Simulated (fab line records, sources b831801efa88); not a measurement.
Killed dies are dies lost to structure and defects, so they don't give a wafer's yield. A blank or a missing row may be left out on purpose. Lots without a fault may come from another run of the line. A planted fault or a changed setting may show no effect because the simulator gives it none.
Which tool did it? | flow gf180mcu | 24 lots, 72 wafers sampled, at 6 steps of a route of 602

WHAT THE GAUGES READ, wafer by wafer
The record holds no reading of a measuring or inspecting step that can be judged against a usual standard deviation.

WHICH TOOL RAN EACH LOT (tool, then ch and the chambers of the sampled wafers, then the start)
lot  | GF_V2_CVD_02                    | GF_M3_SPUTTER_03             | GF_V3_CVD_02                    | GF_V3_ETCH_16                      | GF_M4_SPUTTER_04             | GF_M5_ETCH_09
L074 | pecvd-04 ch 0,1,2, day 19 07:09 | pvd_sputter-04, day 20 09:37 | pecvd-02 ch 0,1,2, day 21 10:38 | rie_diel-01 ch 0,1, day 22 10:58   | pvd_sputter-03, day 22 12:31 | rie_diel-01 ch 1,2,3, day 26 08:46
L075 | pecvd-04 ch 0,1,2, day 19 14:01 | pvd_sputter-02, day 20 16:23 | pecvd-01 ch 0,1,2, day 21 17:47 | rie_diel-02 ch 1,2,3, day 22 18:11 | pvd_sputter-03, day 22 19:44 | rie_diel-02 ch 0,2,3, day 26 15:23
L076 | pecvd-01 ch 0,2, day 20 00:40   | pvd_sputter-04, day 21 03:28 | pecvd-02 ch 0,2, day 22 04:00   | rie_diel-04 ch 2,3, day 23 03:40   | pvd_sputter-03, day 23 05:13 | rie_diel-02 ch 0,1,3, day 26 23:23
L077 | pecvd-04 ch 0, day 20 09:55     | pvd_sputter-02, day 21 12:04 | pecvd-02 ch 2, day 22 12:48     | rie_diel-01 ch 0,1, day 23 12:55   | pvd_sputter-04, day 23 14:27 | rie_diel-03 ch 0,2,3, day 27 08:31
L078 | pecvd-04 ch 1,2, day 20 20:59   | pvd_sputter-01, day 21 23:20 | pecvd-01 ch 0,1, day 23 00:00   | rie_diel-02 ch 0,2, day 23 23:16   | pvd_sputter-01, day 24 00:48 | rie_diel-03 ch 1,2, day 27 18:05
L079 | pecvd-04 ch 1,2, day 21 08:16   | pvd_sputter-01, day 22 10:31 | pecvd-02 ch 0,1,2, day 23 10:47 | rie_diel-04 ch 1,2, day 24 09:29   | pvd_sputter-04, day 24 11:08 | rie_diel-01 ch 1,2,3, day 28 03:37
L080 | pecvd-03 ch 0,2, day 21 22:24   | pvd_sputter-01, day 22 23:13 | pecvd-01 ch 0,1,2, day 23 22:56 | rie_diel-01 ch 0,2,3, day 24 21:44 | pvd_sputter-01, day 24 23:16 | rie_diel-01 ch 0,1,2, day 28 12:55
L081 | pecvd-01 ch 0,1,2, day 21 23:15 | pvd_sputter-04, day 23 00:49 | pecvd-04 ch 0,1, day 24 01:00   | rie_diel-04 ch 1,2,3, day 24 23:34 | pvd_sputter-03, day 25 01:05 | rie_diel-01 ch 1,2, day 28 13:37
L082 | pecvd-03 ch 1,2, day 22 15:25   | pvd_sputter-04, day 23 17:13 | pecvd-04 ch 1,2, day 24 16:37   | rie_diel-04 ch 0,2,3, day 25 15:13 | pvd_sputter-04, day 25 16:44 | rie_diel-03 ch 0,1,2, day 29 04:41
L083 | pecvd-01 ch 1,2, day 23 06:13   | pvd_sputter-04, day 24 06:44 | pecvd-04 ch 0,1, day 25 05:41   | rie_diel-01 ch 1,3, day 26 03:02   | pvd_sputter-04, day 26 04:37 | rie_diel-02 ch 0,1,2, day 29 15:21
L084 | pecvd-03 ch 0,2, day 23 08:18   | pvd_sputter-02, day 24 09:31 | pecvd-04 ch 0,2, day 25 08:17   | rie_diel-04 ch 0,1,3, day 26 05:31 | pvd_sputter-01, day 26 07:04 | rie_diel-01 ch 0,1,3, day 29 17:29
L085 | pecvd-01 ch 0,2, day 23 14:43   | pvd_sputter-01, day 24 16:05 | pecvd-02 ch 0,1,2, day 25 14:27 | rie_diel-01 ch 0,2, day 26 12:14   | pvd_sputter-03, day 26 13:46 | rie_diel-01 ch 0,1, day 30 00:12
L086 | pecvd-01 ch 1,2, day 23 17:39   | pvd_sputter-01, day 24 18:35 | pecvd-04 ch 0,1,2, day 25 17:13 | rie_diel-04 ch 0,1,3, day 26 15:28 | pvd_sputter-04, day 26 17:09 | rie_diel-01 ch 1,2,3, day 30 03:03
L087 | pecvd-03 ch 0,2, day 24 11:22   | pvd_sputter-04, day 25 11:11 | pecvd-04 ch 1,2, day 26 09:26   | rie_diel-02 ch 0,1,3, day 27 05:49 | pvd_sputter-04, day 27 07:20 | rie_diel-03 ch 0,2,3, day 30 16:20
L088 | pecvd-01 ch 0,1, day 24 15:09   | pvd_sputter-01, day 25 15:20 | pecvd-01 ch 0,1,2, day 26 13:26 | rie_diel-02 ch 0,3, day 27 10:25   | pvd_sputter-04, day 27 11:57 | rie_diel-03 ch 1,2,3, day 30 20:20
L089 | pecvd-04 ch 0,1,2, day 24 22:11 | pvd_sputter-04, day 25 21:11 | pecvd-02 ch 0,2, day 26 19:05   | rie_diel-01 ch 2,3, day 27 16:37   | pvd_sputter-04, day 27 18:17 | rie_diel-03 ch 1,2, day 31 01:33
L090 | pecvd-03 ch 0,1,2, day 25 10:02 | pvd_sputter-04, day 26 09:24 | pecvd-02 ch 1,2, day 27 05:56   | rie_diel-02 ch 0,2,3, day 28 02:40 | pvd_sputter-01, day 28 04:14 | rie_diel-01 ch 0,1, day 31 10:28
L091 | pecvd-03 ch 0,2, day 25 14:23   | pvd_sputter-01, day 26 13:24 | pecvd-02 ch 0,1, day 27 10:16   | rie_diel-04 ch 0,1,2, day 28 07:01 | pvd_sputter-01, day 28 08:35 | rie_diel-01 ch 1,2,3, day 31 14:02
L092 | pecvd-03 ch 1,2, day 25 18:22   | pvd_sputter-02, day 26 17:42 | pecvd-04 ch 0,1, day 27 14:57   | rie_diel-04 ch 0,1,3, day 28 11:56 | pvd_sputter-04, day 28 13:28 | rie_diel-01 ch 0,3, day 31 19:07
L093 | pecvd-01 ch 0,1, day 26 06:01   | pvd_sputter-01, day 27 04:17 | pecvd-02 ch 0,2, day 28 01:28   | rie_diel-04 ch 1,2,3, day 28 21:22 | pvd_sputter-04, day 28 22:53 | rie_diel-02 ch 1,2,3, day 32 02:28
L094 | pecvd-03 ch 0,1,2, day 26 12:26 | pvd_sputter-01, day 27 10:37 | pecvd-04 ch 0,1,2, day 28 07:27 | rie_diel-02 ch 0,1,3, day 29 03:34 | pvd_sputter-01, day 29 05:06 | rie_diel-01 ch 0,1,3, day 32 07:04
L095 | pecvd-03 ch 0,2, day 26 15:51   | pvd_sputter-01, day 27 14:25 | pecvd-01 ch 0,1,2, day 28 11:13 | rie_diel-01 ch 1,2,3, day 29 06:51 | pvd_sputter-01, day 29 08:33 | rie_diel-03 ch 0,1, day 32 12:08
L096 | pecvd-03 ch 0,1,2, day 26 23:58 | pvd_sputter-01, day 27 22:25 | pecvd-01 ch 0,1,2, day 28 18:41 | rie_diel-04 ch 1,2,3, day 29 13:27 | pvd_sputter-04, day 29 14:59 | rie_diel-01 ch 1,3, day 32 17:18
L097 | pecvd-01 ch 0,1, day 27 11:32   | pvd_sputter-02, day 28 10:06 | pecvd-01 ch 0,1, day 29 06:04   | rie_diel-02 ch 0,1,3, day 30 01:04 | pvd_sputter-03, day 30 02:35 | rie_diel-01 ch 1,2,3, day 33 03:48
- GF_V2_CVD_02: deposits SiO2 from TEOS, target thk 850 nm, time 94.851 s.
- GF_M3_SPUTTER_03: material Ti, target thk 10 nm, time 6.7 s.
- GF_V3_CVD_02: deposits SiO2 from TEOS, target thk 850 nm, time 94.851 s.
- GF_V3_ETCH_16: etches BARC in N2/H2.
- GF_M4_SPUTTER_04: material TiN, target thk 50 nm, time 41.7 s.
- GF_M5_ETCH_09: etches Si3N4 in CF4/O2, target depth 52 nm, time 11.6 s.

WHAT THE TOOLS THEMSELVES READ (means of the sampled wafers that have a number; where no wafer has one, the mark that the record gives instead)
GF_V2_CVD_02. Usual: heater_power_w 595 W, standard deviation 92.
lot  | tool     | heater_power_w (W) | flag
L074 | pecvd-04 | 559                |
L075 | pecvd-04 | 575                |
L076 | pecvd-01 | 621                |
L077 | pecvd-04 | 563                |
L078 | pecvd-04 | 558                |
L079 | pecvd-04 | 575                |
L080 | pecvd-03 | 584                |
L081 | pecvd-01 | 645                |
L082 | pecvd-03 | 603                |
L083 | pecvd-01 | 539                |
L084 | pecvd-03 | 625                |
L085 | pecvd-01 | 675                |
L086 | pecvd-01 | 597                |
L087 | pecvd-03 | 500                |
L088 | pecvd-01 | 615                |
L089 | pecvd-04 | 557                |
L090 | pecvd-03 | 616                |
L091 | pecvd-03 | 577                |
L092 | pecvd-03 | 601                |
L093 | pecvd-01 | 626                |
L094 | pecvd-03 | 546                |
L095 | pecvd-03 | 551                |
L096 | pecvd-03 | 564                |
L097 | pecvd-01 | 701                |

GF_M3_SPUTTER_03. Usual: throttle_valve_pct 30.2 %, standard deviation 0.97.
lot  | tool           | throttle_valve_pct (%) | flag
L074 | pvd_sputter-04 | 31.2                   |
L075 | pvd_sputter-02 | 29.4                   |
L076 | pvd_sputter-04 | 29.1                   |
L077 | pvd_sputter-02 | 29.7                   |
L078 | pvd_sputter-01 | 30.2                   |
L079 | pvd_sputter-01 | 30.7                   |
L080 | pvd_sputter-01 | 30.5                   |
L081 | pvd_sputter-04 | 30.1                   |
L082 | pvd_sputter-04 | 30.1                   |
L083 | pvd_sputter-04 | 30.5                   |
L084 | pvd_sputter-02 | 29.5                   |
L085 | pvd_sputter-01 | 30.4                   |
L086 | pvd_sputter-01 | 30.4                   |
L087 | pvd_sputter-04 | 29.2                   |
L088 | pvd_sputter-01 | 30.3                   |
L089 | pvd_sputter-04 | 30.2                   |
L090 | pvd_sputter-04 | 30.2                   |
L091 | pvd_sputter-01 | 30.1                   |
L092 | pvd_sputter-02 | 29.5                   |
L093 | pvd_sputter-01 | 30.6                   |
L094 | pvd_sputter-01 | 30.6                   |
L095 | pvd_sputter-01 | 30.5                   |
L096 | pvd_sputter-01 | 30.6                   |
L097 | pvd_sputter-02 | 29.5                   |

GF_V3_CVD_02. Usual: heater_power_w 560 W, standard deviation 100.
lot  | tool     | heater_power_w (W) | flag
L074 | pecvd-02 | 533                |
L075 | pecvd-01 | 628                |
L076 | pecvd-02 | 582                |
L077 | pecvd-02 | 566                |
L078 | pecvd-01 | 672                |
L079 | pecvd-02 | 506                |
L080 | pecvd-01 | 637                |
L081 | pecvd-04 | 653                |
L082 | pecvd-04 | 573                |
L083 | pecvd-04 | 604                |
L084 | pecvd-04 | 509                |
L085 | pecvd-02 | 488                |
L086 | pecvd-04 | 602                |
L087 | pecvd-04 | 640                |
L088 | pecvd-01 | 598                |
L089 | pecvd-02 | 568                |
L090 | pecvd-02 | 448                |
L091 | pecvd-02 | 481                |
L092 | pecvd-04 | 618                |
L093 | pecvd-02 | 584                |
L094 | pecvd-04 | 608                |
L095 | pecvd-01 | 640                |
L096 | pecvd-01 | 614                |
L097 | pecvd-01 | 631                |

GF_V3_ETCH_16. Usual: bias_w 103.68 W, standard deviation 0.28; chamber_pressure_mTorr 30.00 mTorr, standard deviation 0.035; drypump_motor_current_A 5.8 A, standard deviation 0.51; oes_product_au 0.855 a.u., standard deviation 0.005; throttle_valve_pct 13.224 %, standard deviation 0.0089.
lot  | tool        | bias_w (W) | chamber_pressure_mTorr (mTorr) | drypump_motor_current_A (A) | oes_product_au (a.u.) | throttle_valve_pct (%) | flag
L074 | rie_diel-01 | 103.79     | 30.02                          | 6.2                         | 0.852                 | 13.227                 |
L075 | rie_diel-02 | 103.35     | 30.01                          | 5.8                         | 0.853                 | 13.231                 |
L076 | rie_diel-04 | 103.75     | 30.04                          | 5.4                         | 0.853                 | 13.225                 |
L077 | rie_diel-01 | 103.65     | 30.00                          | 6.2                         | 0.857                 | 13.223                 |
L078 | rie_diel-02 | 103.51     | 30.01                          | 6.0                         | 0.857                 | 13.221                 |
L079 | rie_diel-04 | 103.72     | 30.01                          | 5.1                         | 0.855                 | 13.221                 |
L080 | rie_diel-01 | 103.70     | 30.00                          | 5.8                         | 0.851                 | 13.219                 |
L081 | rie_diel-04 | 103.78     | 30.00                          | 5.2                         | 0.857                 | 13.229                 |
L082 | rie_diel-04 | 103.75     | 30.01                          | 5.8                         | 0.850                 | 13.219                 |
L083 | rie_diel-01 | 103.60     | 30.00                          | 6.1                         | 0.852                 | 13.229                 |
L084 | rie_diel-04 | 103.57     | 30.00                          | 5.7                         | 0.852                 | 13.221                 |
L085 | rie_diel-01 | 103.29     | 29.92                          | 5.9                         | 0.848                 | 13.226                 |
L086 | rie_diel-04 | 103.52     | 30.07                          | 5.7                         | 0.855                 | 13.228                 |
L087 | rie_diel-02 | 103.79     | 30.01                          | 5.6                         | 0.854                 | 13.228                 |
L088 | rie_diel-02 | 103.72     | 30.00                          | 5.8                         | 0.857                 | 13.221                 |
L089 | rie_diel-01 | 103.91     | 29.98                          | 5.9                         | 0.855                 | 13.231                 |
L090 | rie_diel-02 | 103.73     | 30.00                          | 6.0                         | 0.860                 | 13.222                 |
L091 | rie_diel-04 | 103.61     | 30.01                          | 5.7                         | 0.861                 | 13.224                 |
L092 | rie_diel-04 | 103.95     | 30.00                          | 5.7                         | 0.859                 | 13.217                 |
L093 | rie_diel-04 | 103.74     | 29.98                          | 5.3                         | 0.853                 | 13.225                 |
L094 | rie_diel-02 | 103.82     | 30.02                          | 5.6                         | 0.860                 | 13.237                 |
L095 | rie_diel-01 | 103.73     | 29.98                          | 6.1                         | 0.854                 | 13.219                 |
L096 | rie_diel-04 | 103.81     | 29.99                          | 5.3                         | 0.851                 | 13.218                 |
L097 | rie_diel-02 | 103.51     | 30.02                          | 5.6                         | 0.859                 | 13.215                 |

GF_M4_SPUTTER_04. Usual: throttle_valve_pct 30.1 %, standard deviation 0.83.
lot  | tool           | throttle_valve_pct (%) | flag
L074 | pvd_sputter-03 | 29.7                   |
L075 | pvd_sputter-03 | 29.7                   |
L076 | pvd_sputter-03 | 30.0                   |
L077 | pvd_sputter-04 | 29.3                   |
L078 | pvd_sputter-01 | 30.4                   |
L079 | pvd_sputter-04 | 30.4                   |
L080 | pvd_sputter-01 | 30.4                   |
L081 | pvd_sputter-03 | 29.5                   |
L082 | pvd_sputter-04 | 29.6                   |
L083 | pvd_sputter-04 | 30.9                   |
L084 | pvd_sputter-01 | 30.4                   |
L085 | pvd_sputter-03 | 30.0                   |
L086 | pvd_sputter-04 | 30.0                   |
L087 | pvd_sputter-04 | 29.6                   |
L088 | pvd_sputter-04 | 29.5                   |
L089 | pvd_sputter-04 | 29.2                   |
L090 | pvd_sputter-01 | 30.3                   |
L091 | pvd_sputter-01 | 30.3                   |
L092 | pvd_sputter-04 | 28.9                   |
L093 | pvd_sputter-04 | 30.0                   |
L094 | pvd_sputter-01 | 30.5                   |
L095 | pvd_sputter-01 | 30.5                   |
L096 | pvd_sputter-04 | 30.4                   |
L097 | pvd_sputter-03 | 29.6                   |

GF_M5_ETCH_09. Usual: bias_w 150.0 W, standard deviation 0.49; chamber_pressure_mTorr 150.00 mTorr, standard deviation 0.13; drypump_motor_current_A 5.8 A, standard deviation 0.46; oes_product_au 0.996 a.u., standard deviation 0.014; throttle_valve_pct 5.969 %, standard deviation 0.0097.
lot  | tool        | bias_w (W) | chamber_pressure_mTorr (mTorr) | drypump_motor_current_A (A) | oes_product_au (a.u.) | throttle_valve_pct (%) | flag
L074 | rie_diel-01 | 149.9      | 149.98                         | 6.1                         | 0.993                 | 5.965                  |
L075 | rie_diel-02 | 149.9      | 149.89                         | 5.9                         | 1.007                 | 5.973                  |
L076 | rie_diel-02 | 150.1      | 150.05                         | 5.6                         | 1.010                 | 5.973                  |
L077 | rie_diel-03 | 150.1      | 149.85                         | 5.2                         | 0.985                 | 5.960                  |
L078 | rie_diel-03 | 150.1      | 150.10                         | 5.5                         | 1.004                 | 5.967                  |
L079 | rie_diel-01 | 150.1      | 150.06                         | 6.1                         | 0.990                 | 5.961                  |
L080 | rie_diel-01 | 149.8      | 149.93                         | 6.0                         | 1.001                 | 5.977                  |
L081 | rie_diel-01 | 149.9      | 150.10                         | 6.2                         | 1.001                 | 5.965                  |
L082 | rie_diel-03 | 149.9      | 149.98                         | 5.5                         | 0.989                 | 5.964                  |
L083 | rie_diel-02 | 149.8      | 150.00                         | 5.8                         | 1.005                 | 5.969                  |
L084 | rie_diel-01 | 149.9      | 150.02                         | 6.0                         | 1.005                 | 5.974                  |
L085 | rie_diel-01 | 150.4      | 149.95                         | 5.9                         | 1.013                 | 5.963                  |
L086 | rie_diel-01 | 150.1      | 150.02                         | 6.1                         | 0.998                 | 5.963                  |
L087 | rie_diel-03 | 150.1      | 149.94                         | 5.2                         | 0.988                 | 5.976                  |
L088 | rie_diel-03 | 149.6      | 150.12                         | 5.7                         | 0.992                 | 5.972                  |
L089 | rie_diel-03 | 150.0      | 149.96                         | 6.0                         | 1.000                 | 5.968                  |
L090 | rie_diel-01 | 150.0      | 149.90                         | 6.2                         | 1.013                 | 5.979                  |
L091 | rie_diel-01 | 150.3      | 149.95                         | 6.1                         | 0.993                 | 5.976                  |
L092 | rie_diel-01 | 150.1      | 150.07                         | 5.7                         | 1.008                 | 5.975                  |
L093 | rie_diel-02 | 149.9      | 150.02                         | 5.8                         | 0.987                 | 5.960                  |
L094 | rie_diel-01 | 149.8      | 150.05                         | 6.0                         | 1.011                 | 5.968                  |
L095 | rie_diel-03 | 149.7      | 150.01                         | 5.9                         | 1.000                 | 5.969                  |
L096 | rie_diel-01 | 149.5      | 149.85                         | 6.2                         | 1.007                 | 5.981                  |
L097 | rie_diel-01 | 150.1      | 150.06                         | 6.1                         | 1.003                 | 5.972                  |

THE ANSWER, worked out from the rows above alone
Rule: a lot is off if the mean of its wafers that have a number lies more than 3 standard deviations from the usual mean. A lot without any number at a reading at which 4 lots or more have one is off too. The other lots that the step has rows for count as sound. The gauges are gone through in route order, then the tools' own readings, and for those a lot's mean is taken as printed above. The first step at which some lot is off is used, and at that step the reading that is off furthest; a lot without a number counts as furthest.
No lot is off at any reading shown: from this, nothing can be told.

WHAT THE SIMULATOR HAD PUT IN
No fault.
